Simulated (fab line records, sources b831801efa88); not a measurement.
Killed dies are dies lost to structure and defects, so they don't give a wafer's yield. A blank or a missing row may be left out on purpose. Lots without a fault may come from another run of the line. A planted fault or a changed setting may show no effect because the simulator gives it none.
Which tool did it? | flow sky130 | 13 lots, 39 wafers sampled, at 6 steps of a route of 708

WHAT THE GAUGES READ, wafer by wafer
SKY_FIELD_ISO_CD_MEAS_13: target cd 150 nm.
lot  | measured    | on        | cd_nm (nm)
L703 | day 2 12:28 | cd_sem-01 | 150.6 151.1 150.6
L704 | day 2 15:14 | cd_sem-02 | 149.3 150.0 150.9
L706 | day 3 04:50 | cd_sem-02 | 153.1 152.6 154.2
L708 | day 3 13:44 | cd_sem-01 | 150.4 149.0 148.7
L709 | day 3 17:17 | cd_sem-02 | 151.2 150.1 151.3
L712 | day 4 08:48 | cd_sem-02 | 150.1 149.8 150.7
L713 | day 4 17:01 | cd_sem-01 | 148.5 149.3 148.8
L714 | day 4 20:37 | cd_sem-02 | 149.0 150.0 150.5
L715 | day 5 03:11 | cd_sem-01 | 149.7 150.6 149.9
L716 | day 5 06:58 | cd_sem-02 | 150.5 150.2 152.0
L718 | day 5 14:57 | cd_sem-02 | 150.4 150.3 148.8
L723 | day 6 18:43 | cd_sem-01 | 146.9 147.2 147.1
L725 | day 7 03:41 | cd_sem-01 | 151.0 150.4 149.7

SKY_NWELL_OVL_MEAS_10.
lot  | measured     | on         | NWELL_00_OVL (nm)
L703 | day 4 19:01  | overlay-02 | -2.5 -1.2 -1.8
L704 | day 5 01:11  | overlay-02 | -2.5 -0.5 -0.8
L706 | day 5 12:49  | overlay-02 | -0.7 1.3 0.5
L708 | day 6 02:47  | overlay-02 | -2.0 -2.7 -1.1
L709 | day 6 12:07  | overlay-01 | 2.5 1.9 3.5
L712 | day 6 22:54  | overlay-01 | 0.2 1.4 -0.3
L713 | day 7 08:18  | overlay-02 | 0.5 -0.8 -0.6
L714 | day 7 12:35  | overlay-01 | 1.1 0.0 1.2
L715 | day 7 21:49  | overlay-02 | - - -
L716 | day 8 00:30  | overlay-01 | -1.0 -0.4 0.4
L718 | day 8 11:04  | overlay-01 | 0.0 0.2 -0.2
L723 | day 9 20:36  | overlay-01 | 0.7 -0.7 1.4
L725 | day 10 03:01 | overlay-02 | 0.9 -1.1 -1.4

SKY_NWELL_TW_MEAS_15.
lot  | measured     | on            | NWELL_TW
L703 | day 4 19:37  | film_metro-04 | 1827 1833 1837
L704 | day 5 01:46  | film_metro-01 | 1832 1833 1837
L706 | day 5 13:25  | film_metro-04 | 1860 1853 1851
L708 | day 6 03:23  | film_metro-03 | 1801 1791 1795
L709 | day 6 12:43  | film_metro-01 | 1833 1827 1828
L712 | day 6 23:29  | film_metro-04 | 1845 1845 1856
L713 | day 7 08:53  | film_metro-04 | 1850 1855 1850
L714 | day 7 13:10  | film_metro-01 | 1827 1818 1835
L715 | day 7 22:25  | film_metro-01 | 30 30 30
L716 | day 8 01:05  | film_metro-01 | 1828 1823 1834
L718 | day 8 11:40  | film_metro-03 | 1816 1806 1808
L723 | day 9 21:11  | film_metro-03 | 1808 1814 1805
L725 | day 10 03:37 | film_metro-01 | 1811 1819 1811

SKY_VT_ADJUST_LVTN_OVL_MEAS_07.
lot  | measured     | on         | VT_ADJUST_LVTN_OVL (nm)
L703 | day 7 04:08  | overlay-01 | 4.0 3.7 2.9
L704 | day 7 10:25  | overlay-01 | 2.3 3.3 3.0
L706 | day 7 23:13  | overlay-01 | 1.4 -0.1 0.8
L708 | day 8 15:56  | overlay-01 | 2.9 4.0 0.8
L709 | day 9 01:38  | overlay-01 | 3.1 1.4 2.1
L712 | day 9 14:22  | overlay-02 | 0.9 -0.8 -1.5
L713 | day 10 02:10 | overlay-01 | 1.7 -1.7 -0.4
L714 | day 10 08:15 | overlay-02 | -2.4 -0.3 -1.8
L715 | day 10 17:07 | overlay-01 | 0.3 0.7 0.3
L716 | day 10 20:43 | overlay-02 | 2.8 -0.7 2.3
L718 | day 11 07:28 | overlay-01 | 0.6 3.4 3.9
L723 | day 12 20:33 | overlay-01 | 1.9 2.3 1.7
L725 | day 13 02:04 | overlay-01 | 2.5 1.2 -1.7

SKY_VT_ADJUST_PCH_OVL_MEAS_07.
lot  | measured     | on         | VT_ADJUST_PCH_OVL (nm)
L703 | day 10 20:22 | overlay-01 | 0.0 1.0 -0.3
L704 | day 11 03:19 | overlay-01 | -0.1 -0.5 -1.7
L706 | day 11 17:37 | overlay-02 | 3.8 0.6 0.8
L708 | day 12 11:11 | overlay-01 | -0.6 1.2 1.9
L709 | day 12 21:32 | overlay-02 | -3.5 0.7 -1.8
L712 | day 13 13:19 | overlay-01 | 1.0 2.2 2.5
L713 | day 14 01:58 | overlay-01 | -0.4 -1.5 -1.8
L714 | day 14 07:44 | overlay-02 | -2.9 -2.2 0.5
L715 | day 14 18:05 | overlay-01 | 0.8 -1.5 1.1
L716 | day 14 21:06 | overlay-01 | 2.3 0.5 4.1
L718 | day 15 09:50 | overlay-01 | -0.4 -2.5 -0.7
L723 | day 17 05:22 | overlay-02 | 0.4 1.1 -0.1
L725 | day 17 16:01 | overlay-02 | -1.5 -1.4 -0.3

WHICH TOOL RAN EACH LOT (tool, then ch and the chambers of the sampled wafers, then the start)
lot  | SKY_NWELL_EXPOSE_07
L703 | iline_stepper-02 ch 0, day 4 10:18
L704 | iline_stepper-02 ch 0, day 4 16:33
L706 | iline_stepper-02 ch 0, day 5 04:05
L708 | iline_stepper-02 ch 0, day 5 18:25
L709 | iline_stepper-02 ch 0, day 6 01:48
L712 | iline_stepper-02 ch 0, day 6 13:42
L713 | iline_stepper-02 ch 0, day 6 22:15
L714 | iline_stepper-01 ch 0, day 7 02:58
L715 | iline_stepper-02 ch 0, day 7 12:19
L716 | iline_stepper-02 ch 0, day 7 14:32
L718 | iline_stepper-02 ch 0, day 8 00:22
L723 | iline_stepper-01 ch 0, day 9 10:05
L725 | iline_stepper-01 ch 0, day 9 15:57
- SKY_NWELL_EXPOSE_07: exposes mask NWM, target cd 840 nm.

WHAT THE TOOLS THEMSELVES READ (means of the sampled wafers that have a number; where no wafer has one, the mark that the record gives instead)
The record holds no such reading with a usual standard deviation.

THE ANSWER, worked out from the rows above alone
Rule: what is usual is taken from the lots themselves. Put in order of their means at a reading, lots are off if they are a third of the lots or fewer, leave a main group of 4 or more, and stand apart from it by a gap of 3 or more times the standard deviation of the main group's means; of several such gaps the widest counts. A main group whose means are all the same, to the digits that the tables above print for the reading, isn't used. A lot without any number at a reading at which 4 lots or more have one is off too. The other lots that the step has rows for count as sound. The gauges are gone through in route order, then the tools' own readings, and for those a lot's mean is taken as printed above. The first step at which some lot is off is used, and at that step the reading that is off furthest; a lot without a number counts as furthest.
Off: L715, at SKY_NWELL_OVL_MEAS_10 (NWELL_00_OVL). Without a number there: L715. The main group: mean -0.1 nm, standard deviation 1.2.
A tool fits if, at a process step before that reading, it ran every lot that is off, and no sound lot after the first of them. The gauges at SKY_NWELL_OVL_MEAS_10 aren't tried: what is off there is off at SKY_NWELL_TW_MEAS_15 too, on other tools, and a gauge's error can't cause that. None of those tried fits.

WHAT THE SIMULATOR HAD PUT IN
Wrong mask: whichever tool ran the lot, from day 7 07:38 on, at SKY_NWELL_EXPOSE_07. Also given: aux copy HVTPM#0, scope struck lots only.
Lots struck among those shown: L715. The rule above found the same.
